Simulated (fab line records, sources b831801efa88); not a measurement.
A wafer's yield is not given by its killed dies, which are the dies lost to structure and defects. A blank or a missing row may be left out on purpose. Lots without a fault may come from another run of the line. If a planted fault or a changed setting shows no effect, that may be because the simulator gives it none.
fab line records	flow sky130
[record] lots = 6	wafers = 18	last_day = 49
route steps=708 shown POLY_GATE@205 RES_PROTECT@206 LDD_N@237 PAD_OPEN@708
lots that met no fault: taken from a fault-free run of the same line
start_h: the number of hours between the record's first day and the start of the first shown wafer of the lot	wait_h: hours since the lot's step before	" repeats the value in the row above	L1.1+2: several wafers, shown together as one row	- no value, or no start given	* or withheld: withheld	< > ~ a bound
route shown NAME@n: names a module that has steps shown in the file, with the first one's number in the route	usual: average and standard deviation across the fault-free wafers	same: alike in all rows	chamber/n: place in a boat	sites: the reading at each site	_std_site: the values' standard deviation	_edge_site: the outer-site mean with the inner-site mean subtracted	radius_mm: how far each site lies from the wafer's centre	mask NAME#n: copy n	behind: tool/chamber where the wafer was last shaped	hold: what put the lot on hold/how long, in hours/how the hold closed	device: the n, p or np transistor that did not switch	end of line: the tests these same wafers got at the end of their route	a step without rows: its recipe alone	killed: count of dies lost to structure and defects at first sort (not the wafer's yield)	map: dies across one wafer; x = killed, . = not, _ = none there
set.NAME: the setting as run; set.NAME@STEP: as run at that earlier step	model.NAME: the simulator's own value behind a step, which no gauge read
lots at selected steps of the route; one table per step, one row per wafer
services: the hour from which a tool's chamber was out of use, counted from the record's first day as start_h (under 0 if before that day), plus the number of hours and why
[[steps]]
[step SKY_POLY_GATE_THK_MEAS_01]
[recipe] reads = poly-Si_of_POLY_GATE_CVD_00
[usual] POLY_GATE_CVD_00_THK = 178.6/1.7
lot.wafer	tool	chamber	start_h	wait_h	POLY_GATE_CVD_00_THK[nm]
L957.2	film_metro-04	-	344.97	0.0	178.8
L957.3	"	-	"	"	177.9
L957.6	"	-	"	"	177.7
L959.2	film_metro-04	-	362.05	0.0	176.4
L959.3	"	-	"	"	177.1
L959.6	"	-	"	"	176.0
L965.3	film_metro-04	-	416.59	0.0	176.7
L965.4	"	-	"	"	177.8
L965.5	"	-	"	"	175.7
L966.3	film_metro-02	-	421.07	0.0	177.8
L966.4	"	-	"	"	177.4
L966.5	"	-	"	"	178.4
L969.1	film_metro-02	-	441.41	0.0	180.0
L969.4	"	-	"	"	180.3
L969.5	"	-	"	"	179.7
L970.3	film_metro-01	-	455.19	0.0	178.0
L970.5	"	-	"	"	175.6
L970.6	"	-	"	"	177.2
[step SKY_RES_PROTECT_DEHYDRATE_00]
[recipe] temp_c = 200	time_s = 60
[step SKY_RES_PROTECT_HMDS_01]
[recipe] prime_time_s = 60	prime_temp_c = 120
[step SKY_RES_PROTECT_COAT_02]
[recipe] resist = NOVOLAK	spin_rpm = 3000	resist_thk_nm = 1140
[step SKY_RES_PROTECT_SOFTBAKE_03]
[recipe] temp_c = 90	time_s = 60	resist = NOVOLAK
[step SKY_RES_PROTECT_EXPOSE_04]
[recipe] mask_id = RPM	na = 0.6	source_shape = conventional	sigma_outer = 0.6	polarization = unpolarized	target_cd_nm = 1270	dose_mj = 131
[step SKY_RES_PROTECT_PEB_05]
[recipe] temp_c = withheld	time_s = *	resist = NOVOLAK
[step SKY_RES_PROTECT_DEVELOP_06]
[recipe] resist = NOVOLAK	developer = TMAH	develop_time_s = 60	dev_temp_c = 23
[step SKY_POLY_GATE_IMPLANT_02]
[recipe] species = P	energy_kev = 30	dose_cm2 = 7.7e+15	tilt_deg = 0
[step SKY_RES_PROTECT_STRIP_07]
[recipe] chemistry = O2/N2	power_w = 1400	pressure_mtorr = 1500	platen_temp_c = withheld	o2_flow_sccm = 3000	n2_flow_sccm = 300	overash_fraction = 0.5
[usual] drypump_motor_current_A = 5.6/0.38	oes_product_au = 0.518/0.0044	strip_time_to_endpoint_s = 23.30/0.037
lot.wafer	tool	chamber	start_h	wait_h	drypump_motor_current_A	oes_product_au	rf_hours_counter_h	strip_time_to_endpoint_s
L957.2	plasma_asher-02	1	372.63	0.1	5.9	0.513	55	23.25
L957.3	"	1	"	"	5.9	0.521	-	23.28
L957.6	"	0	"	"	5.1	0.512	-	23.28
L959.2	plasma_asher-02	1	389.69	0.1	5.9	0.511	56	23.25
L959.3	"	0	"	"	5.1	0.522	-	23.30
L959.6	"	1	"	"	5.9	0.522	-	23.36
L965.3	plasma_asher-03	0	447.27	0.1	5.8	0.527	-	23.24
L965.4	"	1	"	"	5.4	0.517	-	23.23
L965.5	"	1	"	"	5.4	0.514	-	23.22
L966.3	plasma_asher-03	1	451.52	0.1	5.5	0.512	-	23.28
L966.4	"	0	"	"	5.8	0.514	-	23.28
L966.5	"	0	"	"	5.8	0.523	-	23.25
L969.1	plasma_asher-02	1	472.14	0.1	5.9	0.519	65	23.34
L969.4	"	0	"	"	5.1	0.527	-	23.38
L969.5	"	0	"	"	5.1	0.517	-	23.32
L970.3	plasma_asher-01	0	485.92	0.1	5.2	0.512	-	23.33
L970.5	"	0	"	"	5.2	0.514	-	23.30
L970.6	"	1	"	"	6.2	0.518	-	23.31
[step SKY_RES_PROTECT_TW_MEAS_08]
[usual] POLY_GATE_TW = 4041/55
lot.wafer	tool	chamber	start_h	wait_h	POLY_GATE_TW
L957.2	film_metro-03	-	372.74	0.1	4110
L957.3	"	-	"	"	4115
L957.6	"	-	"	"	4092
L959.2	film_metro-04	-	389.80	0.1	3967
L959.3	"	-	"	"	3971
L959.6	"	-	"	"	3972
L965.3	film_metro-03	-	447.36	0.1	4121
L965.4	"	-	"	"	4124
L965.5	"	-	"	"	4122
L966.3	film_metro-04	-	451.61	0.1	4017
L966.4	"	-	"	"	3987
L966.5	"	-	"	"	4009
L969.1	film_metro-04	-	472.24	0.1	4016
L969.4	"	-	"	"	4010
L969.5	"	-	"	"	4012
L970.3	film_metro-03	-	486.01	0.1	4107
L970.5	"	-	"	"	4066
L970.6	"	-	"	"	4103
[step SKY_RES_PROTECT_CLEAN_09]
[recipe] chemistry = SC1/SC2	mix = 1:4:20	temp_c = 70	time_s = 150	dry = n2_spin
[step SKY_POLY_GATE_CVD_03]
[recipe] material = Si3N4	precursor = DCS/NH3	target_thk_nm = 75	temp_c = 770	time_s = 1290	pressure_mtorr = 250
[same] time_s = 1290
lot.wafer	tool	chamber	start_h	wait_h
L957.2+3+6	lpcvd-02	0	374.04	1.2
L959.2+3+6	lpcvd-02	1	390.82	0.9
L965.3+4+5	lpcvd-02	0	447.45	0.0
L966.3+4+5	lpcvd-02	0	451.92	0.2
L969.1+4+5	lpcvd-02	1	472.78	0.4
L970.3+5+6	lpcvd-02	1	486.29	0.2
[step SKY_POLY_GATE_THK_MEAS_04]
[recipe] reads = Si3N4_of_POLY_GATE_CVD_03
[usual] POLY_GATE_CVD_03_THK = 75.3/0.57
lot.wafer	tool	chamber	start_h	wait_h	POLY_GATE_CVD_03_THK[nm]
L957.2	film_metro-04	-	375.41	0.0	75.7
L957.3	"	-	"	"	75.6
L957.6	"	-	"	"	74.5
L959.2	film_metro-01	-	392.19	0.0	76.0
L959.3	"	-	"	"	75.3
L959.6	"	-	"	"	76.1
L965.3	film_metro-01	-	448.82	0.0	76.4
L965.4	"	-	"	"	75.8
L965.5	"	-	"	"	75.5
L966.3	film_metro-02	-	453.30	0.0	75.5
L966.4	"	-	"	"	75.3
L966.5	"	-	"	"	75.5
L969.1	film_metro-01	-	474.14	0.0	75.5
L969.4	"	-	"	"	75.5
L969.5	"	-	"	"	75.5
L970.3	film_metro-04	-	487.67	0.0	74.6
L970.5	"	-	"	"	74.8
L970.6	"	-	"	"	74.8
[step SKY_POLY_GATE_DEHYDRATE_05]
[recipe] temp_c = 200	time_s = 60
[step SKY_POLY_GATE_HMDS_06]
[recipe] prime_time_s = 60	prime_temp_c = 120
[step SKY_POLY_GATE_COAT_07]
[recipe] resist = BARC	temp_c = withheld	time_s = withheld	spin_rpm = 3022	resist_thk_nm = 110
[step SKY_POLY_GATE_COAT_08]
[recipe] resist = KrF-thick	spin_rpm = 3000	resist_thk_nm = 450
[step SKY_POLY_GATE_SOFTBAKE_09]
[recipe] temp_c = 100	time_s = 90	resist = KrF-thick
[step SKY_POLY_GATE_EXPOSE_10]
[recipe] mask_id = P1M	na = 0.68	source_shape = conventional	sigma_outer = 0.6	target_cd_nm = 150	dose_mj = 28
[step SKY_POLY_GATE_PEB_11]
[recipe] peb_temp_c = withheld	peb_time_s = withheld	resist = KrF-thick
[step SKY_POLY_GATE_DEVELOP_12]
[recipe] develop_time_s = 60	resist = KrF-thick	dev_temp_c = 21
[step SKY_POLY_GATE_CD_MEAS_13]
[recipe] target_cd_nm = 150
[usual] cd_nm = 149.9/1.3
lot.wafer	tool	chamber	start_h	wait_h	cd_nm
L957.2	cd_sem-02	-	403.65	-	148.6
L957.3	"	-	"	"	147.4
L957.6	"	-	"	"	147.7
L959.2	cd_sem-01	-	421.75	-	149.3
L959.3	"	-	"	"	149.9
L959.6	"	-	"	"	148.8
L965.3	cd_sem-01	-	480.17	-	148.9
L965.4	"	-	"	"	149.0
L965.5	"	-	"	"	149.3
L966.3	cd_sem-02	-	483.57	-	148.7
L966.4	"	-	"	"	148.4
L966.5	"	-	"	"	149.5
L969.1	cd_sem-02	-	505.33	-	152.9
L969.4	"	-	"	"	151.7
L969.5	"	-	"	"	151.8
L970.3	cd_sem-01	-	518.22	-	151.9
L970.5	"	-	"	"	149.7
L970.6	"	-	"	"	151.5
[step SKY_POLY_GATE_OVL_MEAS_14]
[usual] POLY_GATE_OVL = 5/6.2
lot.wafer	tool	chamber	start_h	wait_h	POLY_GATE_OVL[nm]
L957.2	overlay-01	-	403.76	0.1	4
L957.3	"	-	"	"	8
L957.6	"	-	"	"	12
L959.2	overlay-02	-	421.86	0.1	8
L959.3	"	-	"	"	6
L959.6	"	-	"	"	6
L965.3	overlay-02	-	480.26	0.1	20
L965.4	"	-	"	"	17
L965.5	"	-	"	"	17
L966.3	overlay-02	-	483.66	0.1	9
L966.4	"	-	"	"	6
L966.5	"	-	"	"	6
L969.1	overlay-01	-	505.45	0.1	-1
L969.4	"	-	"	"	9
L969.5	"	-	"	"	9
L970.3	overlay-01	-	518.32	0.1	2
L970.5	"	-	"	"	0
L970.6	"	-	"	"	8
[step SKY_POLY_GATE_ETCH_15]
[recipe] chemistry = N2/H2	target = BARC	ion_energy_ev = 200	source_w = 500	bias_w = 100	pressure_mtorr = 30	n2_flow_sccm = 100	h2_flow_sccm = 200	stop_on = SiO2	time_s = 118.5	target_depth_a = 1100
[usual] bias_w = 100.0/0.31	drypump_motor_current_A = 5.6/0.43	oes_product_au = 0.715/0.0051	throttle_valve_pct = 13.212/0.0098
[same] time_s = 118.5
lot.wafer	tool	chamber	start_h	wait_h	bias_w	drypump_motor_current_A	oes_product_au	rf_hours_counter_h	throttle_valve_pct
L957.2	rie_diel-03	3	403.79	0.0	99.5	5.1	0.715	5	13.214
L957.3	"	2	"	"	100.0	5.8	0.712	1	13.203
L957.6	"	1	"	"	100.0	5.1	0.713	-	13.209
L959.2	rie_diel-03	0	421.89	0.0	99.8	5.3	0.713	92	13.219
L959.3	"	3	"	"	99.9	5.1	0.720	5	13.203
L959.6	"	2	"	"	100.8	5.9	0.718	-	13.213
L965.3	rie_diel-02	1	480.29	0.0	99.6	6.0	0.707	14	13.211
L965.4	"	2	"	"	99.9	5.5	0.718	1	13.197
L965.5	"	3	"	"	100.1	5.5	0.722	-	13.210
L966.3	rie_diel-03	1	483.69	0.0	100.2	5.1	0.709	3	13.214
L966.4	"	2	"	"	100.0	5.8	0.716	2	13.199
L966.5	"	3	"	"	100.3	5.1	0.715	-	13.212
L969.1	rie_diel-02	2	505.49	0.0	99.9	5.5	0.716	1	13.206
L969.4	"	0	"	"	100.3	5.8	0.720	17	13.200
L969.5	"	1	"	"	100.3	6.0	0.717	-	13.210
L970.3	rie_diel-04	3	518.34	0.0	99.6	5.9	0.705	48	13.233
L970.5	"	0	"	"	100.1	6.2	0.714	-	13.208
L970.6	"	1	"	"	99.5	6.2	0.711	-	13.217
[step SKY_POLY_GATE_ETCH_16]
[recipe] stop_on = poly-Si	chemistry = CH3F/O2	target = Si3N4	source_w = 400	bias_w = 80	pressure_mtorr = 25	ch3f_flow_sccm = 40	O2_flow_sccm = 30	time_s = 147.5	target_depth_a = 750
[usual] bias_w = 80.01/0.23	drypump_motor_current_A = 5.6/0.43	oes_product_au = 0.642/0.0049	throttle_valve_pct = 10.535/0.0085
[same] time_s = 147.5
lot.wafer	tool	chamber	start_h	wait_h	bias_w	drypump_motor_current_A	oes_product_au	rf_hours_counter_h	throttle_valve_pct
L957.2	rie_diel-03	3	403.87	0.0	79.81	5.1	0.645	5	10.538
L957.3	"	2	"	"	80.07	5.8	0.648	1	10.540
L957.6	"	1	"	"	79.51	5.1	0.638	-	10.541
L959.2	rie_diel-03	0	421.97	0.0	80.09	5.3	0.649	92	10.553
L959.3	"	3	"	"	79.73	5.1	0.644	5	10.527
L959.6	"	2	"	"	79.80	5.8	0.642	-	10.527
L965.3	rie_diel-02	1	480.37	0.0	80.26	6.0	0.643	14	10.527
L965.4	"	2	"	"	80.04	5.4	0.637	1	10.542
L965.5	"	3	"	"	79.65	5.5	0.648	-	10.521
L966.3	rie_diel-03	1	483.77	0.0	79.98	5.1	0.641	3	10.540
L966.4	"	2	"	"	79.67	5.8	0.636	2	10.533
L966.5	"	3	"	"	79.80	5.1	0.633	-	10.532
L969.1	rie_diel-02	2	505.57	0.0	79.80	5.5	0.652	1	10.512
L969.4	"	0	"	"	79.77	5.8	0.641	17	10.528
L969.5	"	1	"	"	79.72	6.0	0.639	-	10.532
L970.3	rie_diel-04	3	518.42	0.0	80.49	5.8	0.639	48	10.525
L970.5	"	0	"	"	79.40	6.2	0.641	-	10.539
L970.6	"	1	"	"	79.81	6.2	0.641	-	10.525
[step SKY_POLY_GATE_ETCH_17]
[recipe] target_depth_nm = 180	stop_on = SiO2	over_etch_frac = 0.56667	chemistry = HBr/Cl2	target = poly-Si	icp_w = 400	bias_w = 100	pressure_mtorr = 10	HBr_flow_sccm = 150	Cl2_flow_sccm = 50	time_s = 70.5
[usual] bias_w = 100.0/0.31	drypump_motor_current_A = 5.4/0.39	oes_product_au = 0.980/0.0092	throttle_valve_pct = 33.685/0.0091
[same] time_s = 70.5
lot.wafer	tool	chamber	start_h	wait_h	bias_w	drypump_motor_current_A	oes_product_au	rf_hours_counter_h	throttle_valve_pct
L957.2	rie_si-01	3	403.97	0.0	100.2	5.9	0.986	2	33.678
L957.3	"	2	"	"	100.6	4.9	0.973	2	33.688
L957.6	"	0	"	"	99.9	5.5	0.992	-	33.692
L959.2	rie_si-02	2	422.07	0.0	100.0	5.4	0.982	4	33.666
L959.3	"	3	"	"	100.0	5.8	0.966	6	33.692
L959.6	"	2	"	"	99.9	5.4	0.980	-	33.663
L965.3	rie_si-01	1	480.47	0.0	99.9	6.1	0.956	46	33.686
L965.4	"	0	"	"	99.1	5.5	0.972	2	33.665
L965.5	"	2	"	"	99.8	4.9	0.960	-	33.689
L966.3	rie_si-02	2	483.87	0.0	99.7	5.4	0.982	4	33.669
L966.4	"	3	"	"	99.9	5.7	0.977	6	33.690
L966.5	"	2	"	"	99.5	5.4	0.993	-	33.674
L969.1	rie_si-01	1	505.67	0.0	100.1	6.1	0.972	46	33.679
L969.4	"	3	"	"	99.6	5.9	0.977	2	33.702
L969.5	"	0	"	"	99.8	5.5	0.987	-	33.684
L970.3	rie_si-02	3	518.52	0.0	100.2	5.8	0.969	6	33.691
L970.5	"	3	"	"	100.3	5.7	0.966	-	33.695
L970.6	"	0	"	"	99.9	5.0	0.980	-	33.689
[step SKY_POLY_GATE_STRIP_18]
[recipe] chemistry = O2/N2	power_w = 1400	pressure_mtorr = 1500	platen_temp_c = withheld	o2_flow_sccm = 3000	n2_flow_sccm = 300	overash_fraction = 0.5
[usual] drypump_motor_current_A = 5.6/0.7	oes_product_au = 0.361/0.0049	strip_time_to_endpoint_s = 3.17/0.044
lot.wafer	tool	chamber	start_h	wait_h	drypump_motor_current_A	oes_product_au	rf_hours_counter_h	strip_time_to_endpoint_s
L957.2	plasma_asher-02	1	404.03	0.0	5.9	0.358	58	3.20
L957.3	"	1	"	"	5.9	0.365	-	3.21
L957.6	"	0	"	"	5.1	0.361	-	3.19
L959.2	plasma_asher-02	1	422.13	0.0	5.9	0.360	59	3.08
L959.3	"	1	"	"	5.9	0.369	-	3.18
L959.6	"	1	"	"	5.9	0.362	-	3.17
L965.3	plasma_asher-02	0	480.56	0.1	5.2	0.359	-	3.10
L965.4	"	1	"	"	5.9	0.355	-	3.11
L965.5	"	0	"	"	5.1	0.363	-	3.13
L966.3	plasma_asher-02	0	483.96	0.1	5.2	0.352	-	3.20
L966.4	"	1	"	"	5.9	0.360	-	3.21
L966.5	"	0	"	"	5.1	0.367	-	3.18
L969.1	plasma_asher-02	0	505.73	0.0	5.1	0.366	68	3.19
L969.4	"	0	"	"	5.1	0.365	-	3.21
L969.5	"	1	"	"	5.9	0.356	-	3.12
L970.3	plasma_asher-04	0	518.61	0.1	6.7	0.358	-	3.17
L970.5	"	1	"	"	4.7	0.360	-	3.19
L970.6	"	0	"	"	6.7	0.364	-	3.14
[step SKY_POLY_GATE_CLEAN_19]
[recipe] chemistry = SC1/SC2	mix = 1:4:20	temp_c = 70	time_s = 150	dry = n2_spin
[step SKY_POLY_GATE_OXIDATION_20]
[recipe] temp_c = 850	ambient = O2	stabilise_s = 600	purge_s = 300	target_thk_a = 40	ox_time_s = 899
[step SKY_POLY_GATE_THK_MEAS_21]
[recipe] reads = SiO2_of_POLY_GATE_OXIDATION_20
[usual] POLY_GATE_OXIDATION_THK = 4.02/0.076
lot.wafer	tool	chamber	start_h	wait_h	POLY_GATE_OXIDATION_THK[nm]
L957.2	film_metro-02	-	405.44	0.0	4.16
L957.3	"	-	"	"	4.10
L957.6	"	-	"	"	4.02
L959.2	film_metro-02	-	424.65	0.0	4.00
L959.3	"	-	"	"	3.87
L959.6	"	-	"	"	3.99
L965.3	film_metro-02	-	482.65	0.0	3.97
L965.4	"	-	"	"	3.94
L965.5	"	-	"	"	4.01
L966.3	film_metro-01	-	486.44	0.0	4.14
L966.4	"	-	"	"	4.13
L966.5	"	-	"	"	4.16
L969.1	film_metro-02	-	507.13	0.0	3.87
L969.4	"	-	"	"	3.91
L969.5	"	-	"	"	3.91
L970.3	film_metro-04	-	520.00	0.0	4.03
L970.5	"	-	"	"	4.00
L970.6	"	-	"	"	3.96
[step SKY_POLY_GATE_CD_MEAS_22]
[usual] cd_nm = 151/3.1
lot.wafer	tool	chamber	start_h	wait_h	cd_nm
L957.2	cd_sem-02	-	405.52	0.1	148
L957.3	"	-	"	"	143
L957.6	"	-	"	"	149
L959.2	cd_sem-01	-	424.73	0.1	151
L959.3	"	-	"	"	151
L959.6	"	-	"	"	150
L965.3	cd_sem-02	-	482.75	0.1	152
L965.4	"	-	"	"	150
L965.5	"	-	"	"	147
L966.3	cd_sem-01	-	486.54	0.1	152
L966.4	"	-	"	"	148
L966.5	"	-	"	"	146
L969.1	cd_sem-01	-	507.19	0.1	155
L969.4	"	-	"	"	149
L969.5	"	-	"	"	153
L970.3	cd_sem-02	-	520.09	0.1	152
L970.5	"	-	"	"	153
L970.6	"	-	"	"	155
[step SKY_LDD_N_DEHYDRATE_00]
[recipe] temp_c = 200	time_s = 60
[step SKY_LDD_N_HMDS_01]
[recipe] prime_time_s = 60	prime_temp_c = 120
[step SKY_LDD_N_COAT_02]
[recipe] resist = NOVOLAK	spin_rpm = 3000	resist_thk_nm = 300
[step SKY_LDD_N_SOFTBAKE_03]
[recipe] temp_c = 90	time_s = 60	resist = NOVOLAK
[step SKY_LDD_N_EXPOSE_04]
[recipe] mask_id = NTM	target_cd_nm = 840	na = 0.6	source_shape = conventional	sigma_outer = 0.6	dose_mj = 110
[step SKY_LDD_N_PEB_05]
[recipe] temp_c = withheld	time_s = *	resist = NOVOLAK
[step SKY_LDD_N_DEVELOP_06]
[recipe] develop_time_s = 60	dev_temp_c = 23
[step SKY_LDD_N_OVL_MEAS_07]
[usual] LDD_N_OVL = 0.3/1.4
lot.wafer	tool	chamber	start_h	wait_h	LDD_N_OVL[nm]
L957.2	overlay-01	-	434.64	0.1	1.1
L957.3	"	-	"	"	-3.7
L957.6	"	-	"	"	0.0
L959.2	overlay-02	-	455.99	0.1	0.2
L959.3	"	-	"	"	1.6
L959.6	"	-	"	"	1.3
L965.3	overlay-02	-	513.05	0.1	-0.6
L965.4	"	-	"	"	-1.2
L965.5	"	-	"	"	1.0
L966.3	overlay-01	-	516.80	0.1	-1.3
L966.4	"	-	"	"	-0.9
L966.5	"	-	"	"	-0.1
L969.1	overlay-01	-	537.03	0.1	1.0
L969.4	"	-	"	"	-0.5
L969.5	"	-	"	"	2.0
L970.3	overlay-01	-	549.59	0.1	-2.2
L970.5	"	-	"	"	-0.5
L970.6	"	-	"	"	-2.4
[step SKY_LDD_N_IMPLANT_08]
[recipe] species = As	energy_kev = 20	dose_cm2 = 7.5e+13	tilt_deg = withheld	rotation_deg = 23
[step SKY_LDD_N_IMPLANT_09]
[recipe] species = As	energy_kev = 20	dose_cm2 = 7.611e+13	tilt_deg = withheld	rotation_deg = 113
[step SKY_PAD_OPEN_PROBE_99]
[usual] killed_at_M0_to_M3 = 44/6.6	killed_at_M4_up = 2.9/1.8	killed_at_contacts = 24/4.8	killed_at_front_end = 15/4.5	killed_at_other = 0.3/0.64	killed_dies = 86/8.7	killed_open = 47/6.5	killed_short = 39/5.8
[same] gross_dies = 492	killed_at_back_side = 0
lot.wafer	tool	chamber	start_h	wait_h	killed_at_M0_to_M3	killed_at_M4_up	killed_at_contacts	killed_at_front_end	killed_at_other	killed_dies	killed_open	killed_short
L957.2	prober-01	-	1093.54	0.1	38	5	27	13	0	83	40	43
L957.3	prober-01	-	1093.59	0.2	48	3	20	17	0	88	51	37
L957.6	prober-01	-	1093.74	0.2	53	2	24	15	0	94	44	50
L965.3	prober-01	-	1145.74	0.2	40	4	32	4	0	80	41	39
L965.4	prober-01	-	1145.79	0.2	41	1	17	17	0	76	38	38
L965.5	prober-01	-	1145.84	0.2	41	1	23	12	0	77	40	37
L966.3	prober-02	-	1149.18	0.2	44	0	19	20	0	83	47	35
L966.4	prober-02	-	1149.23	0.2	43	2	21	12	0	78	52	25
L966.5	prober-02	-	1149.28	0.2	40	1	29	14	0	84	51	32
L969.1	prober-01	-	1159.90	0.1	43	1	15	42	0	101	36	34
L969.4	prober-01	-	1160.05	0.2	45	4	24	42	0	115	48	38
L969.5	prober-01	-	1160.10	0.2	37	3	20	43	0	103	39	38
L970.3	prober-02	-	1168.64	0.2	42	4	27	43	0	116	43	43
L970.5	prober-02	-	1168.74	0.2	40	5	35	34	0	114	46	42
L970.6	prober-02	-	1168.79	0.2	43	4	23	38	0	108	45	37
// killed by level:class
L957.2 CONTACT:geometric_particle:open=13 METAL2:geometric_particle:short=7 LI_CONTACT:geometric_particle:short=6 VIA1:geometric_particle:short=6 VIA1:geometric_particle:open=6 VIA2:geometric_particle:open=6 FIELD_ISO:geometric_particle:open=4 POLY_GATE:geometric_particle:short=4
L957.3 VIA1:geometric_particle:open=14 CONTACT:geometric_particle:open=11 VIA1:geometric_particle:short=9 METAL1:geometric_particle:short=6 FIELD_ISO:geometric_particle:open=5 VIA2:geometric_particle:open=5 POLY_GATE:geometric_particle:open=4 LI_CONTACT:geometric_particle:open=4
L957.6 VIA1:geometric_particle:open=12 CONTACT:geometric_particle:open=9 METAL2:geometric_particle:short=7 VIA1:geometric_particle:short=6 METAL1:geometric_particle:short=6 VIA3:geometric_particle:short=6 POLY_GATE:geometric_particle:short=5 LI_CONTACT:geometric_particle:short=5
L965.3 CONTACT:geometric_particle:open=11 VIA1:geometric_particle:open=10 CONTACT:geometric_particle:short=10 METAL2:geometric_particle:short=5 VIA3:geometric_particle:open=4 LI_CONTACT:geometric_particle:open=4 METAL1:geometric_particle:short=4 VIA2:geometric_particle:short=4
L965.4 METAL1:geometric_particle:short=10 VIA1:geometric_particle:open=8 FIELD_ISO:geometric_particle:short=6 LI_CONTACT:geometric_particle:open=6 CONTACT:geometric_particle:open=6 VIA1:geometric_particle:short=6 VIA2:geometric_particle:open=5 VIA3:geometric_particle:short=4
L965.5 VIA1:geometric_particle:open=8 LI_CONTACT:geometric_particle:short=6 CONTACT:geometric_particle:open=6 METAL2:geometric_particle:short=6 VIA2:geometric_particle:open=6 VIA3:geometric_particle:open=6 METAL1:geometric_particle:short=5 FIELD_ISO:geometric_particle:short=4
L966.3 VIA1:geometric_particle:open=8 VIA1:geometric_particle:short=7 VIA2:geometric_particle:open=7 LI_CONTACT:geometric_particle:open=6 CONTACT:geometric_particle:open=6 METAL1:geometric_particle:short=6 VIA3:geometric_particle:open=5 POLY_GATE:geometric_particle:open=4
L966.4 VIA1:geometric_particle:open=17 LI_CONTACT:geometric_particle:open=10 CONTACT:geometric_particle:open=7 VIA3:geometric_particle:open=6 METAL1:geometric_particle:short=5 VIA2:geometric_particle:open=4 POLY_GATE:geometric_particle:short=3 METAL1:geometric_particle:open=3
L966.5 CONTACT:geometric_particle:open=9 LI_CONTACT:geometric_particle:open=8 VIA1:geometric_particle:open=8 VIA3:geometric_particle:open=7 VIA1:geometric_particle:short=5 METAL2:geometric_particle:short=5 POLY_GATE:geometric_particle:open=4 LOCAL_INTERCONNECT:geometric_particle:short=4
L969.1 POLY_GATE:unspecified=31 VIA1:geometric_particle:open=9 METAL1:geometric_particle:short=7 VIA2:geometric_particle:open=6 VIA3:geometric_particle:open=5 LOCAL_INTERCONNECT:geometric_particle:short=4 LI_CONTACT:geometric_particle:open=3 CONTACT:geometric_particle:open=3
L969.4 POLY_GATE:unspecified=27 VIA1:geometric_particle:open=13 LI_CONTACT:geometric_particle:open=8 VIA3:geometric_particle:open=8 METAL2:geometric_particle:short=6 LOCAL_INTERCONNECT:geometric_particle:short=5 CONTACT:geometric_particle:open=5 METAL1:geometric_particle:short=5
L969.5 POLY_GATE:unspecified=25 VIA1:geometric_particle:open=7 LI_CONTACT:geometric_particle:open=6 LOCAL_INTERCONNECT:geometric_particle:short=6 POLY_GATE:geometric_particle:short=5 CONTACT:geometric_particle:open=5 VIA1:geometric_particle:short=5 POLY_GATE:geometric_particle:open=4
L970.3 POLY_GATE:unspecified=28 LI_CONTACT:geometric_particle:open=12 VIA1:geometric_particle:short=9 VIA1:geometric_particle:open=7 CONTACT:geometric_particle:open=6 VIA3:geometric_particle:open=6 FIELD_ISO:geometric_particle:short=4 METAL1:geometric_particle:short=4
L970.5 POLY_GATE:unspecified=25 CONTACT:geometric_particle:open=15 LI_CONTACT:geometric_particle:open=9 VIA1:geometric_particle:short=9 METAL2:geometric_particle:short=9 VIA1:geometric_particle:open=6 VIA2:geometric_particle:open=5 VIA3:geometric_particle:short=5
L970.6 POLY_GATE:unspecified=25 CONTACT:geometric_particle:open=10 VIA1:geometric_particle:open=7 LI_CONTACT:geometric_particle:open=6 VIA1:geometric_particle:short=6 POLY_GATE:geometric_particle:open=5 METAL2:geometric_particle:short=5 VIA2:geometric_particle:open=4
// map L969.4 (x killed, . not)
__________x.xx...xx._________
________.........xx..._______
______..x..xx......x..x._____
_____..xxx........x.....x____
____........x.x..x.....xxx___
___x.........x............x__
__.xx............x.x.xx.x..._
_x................x.........x
_..........x.x...............
_.......xx.......x....xxx...x
_.........xx..........xx.....
_.........x.x.....x.....x....
_................x.xx......x.
_.......x.......x..x..x.x..x.
_..x.x.x......x....xx...xx.x.
__..........x.........xxxxxx_
___........x.....xx..xxxxxx__
____.x.x..x..xxxx...xxxxxx___
_____...............xxxxx____
______..x.x..x......x.xx_____
________x............x_______
__________....x....._________
// map L970.3 (x killed, . not)
__________..x....x.._________
________..x.x..xxx...._______
______.....x......xx...._____
_____.....x.x....x...x...____
____...x...x...x.x.......x___
___...................x...x__
__....x..x....x.x.x.xx......_
_.x................x.x..xx...
_x..x.x..xx..x...............
_xx...xxx..x..............x..
_...........x.x..............
_.x...x........x.x.x.x..x.x..
_....x...xx..x.....x.........
_.............x..x...x...xxxx
_..x...x....x.......x..xxxxx.
__.......x..x...xx...xxxxxx._
___.x...x........xxxx.xxxxx__
____....x...........xxxxxx___
_____...........x..x..xxx____
______...............xxx_____
________.............._______
__________.x.xx....._________
[[services]]
tool	chamber	start_h	hours	kind
rie_diel-03	2	357.22	-	clean
rie_diel-03	2	357.22	15.9	scheduled_down
rie_diel-03	2	357.22	15.9	vent_cycle
rie_diel-02	-	359.00	0.5	repair
rie_si-01	-	365.60	4.3	pm
plasma_asher-03	-	366.31	5.7	repair
rie_diel-02	-	382.19	2.8	pm
rie_diel-04	-	399.06	1.2	repair
rie_si-01	3	416.22	12.1	repair
rie_diel-02	1	421.00	4.8	repair
plasma_asher-03	-	421.25	9.0	pm
plasma_asher-04	-	434.39	3.2	repair
plasma_asher-02	-	439.91	0.7	repair
rie_diel-03	2	447.70	8.0	repair
rie_diel-02	-	453.51	0.3	repair
plasma_asher-01	-	463.94	14.6	pm
rie_diel-02	2	486.83	1.8	repair
rie_diel-03	0	494.31	-	clean
rie_diel-03	0	494.31	18.4	scheduled_down
rie_diel-03	0	494.31	18.4	vent_cycle
plasma_asher-02	-	494.49	1.0	repair
rie_diel-04	2	510.06	4.3	repair
plasma_asher-03	-	511.79	0.8	repair
lpcvd-02	-	512.14	0.5	repair
[[key]]
[first_sign] step = SKY_PAD_OPEN_PROBE_99	reading = killed_at_front_end	direction = up	sigmas = 5.6	usual = 15	struck = 40
[effect] step = SKY_PAD_OPEN_PROBE_99	reading = killed_dies	direction = up	sigmas = 2.7	usual = 86	struck = 110
met_at SKY_POLY_GATE_CVD_03
struck_wafers L969.1,L969.4,L969.5,L970.3,L970.5,L970.6
tester_left_out L969,L970
onset_between 390.82 472.78
also_fits time
[fault] kind = chamber_particle_source	tool = lpcvd-02	chamber = 1	onset_h = 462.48	steps = SKY_POLY_GATE_CVD_03	rate_per_visit_cm2 = 0.54813	end_h = 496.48
// tester_left_out: of these lots the tester's yield and bins aren't shown, on N5 and GAA mostly nor the transistor test; their killed dies are dies lost to structure and defects alone, not to doping, threshold or leakage, so they don't give the yield
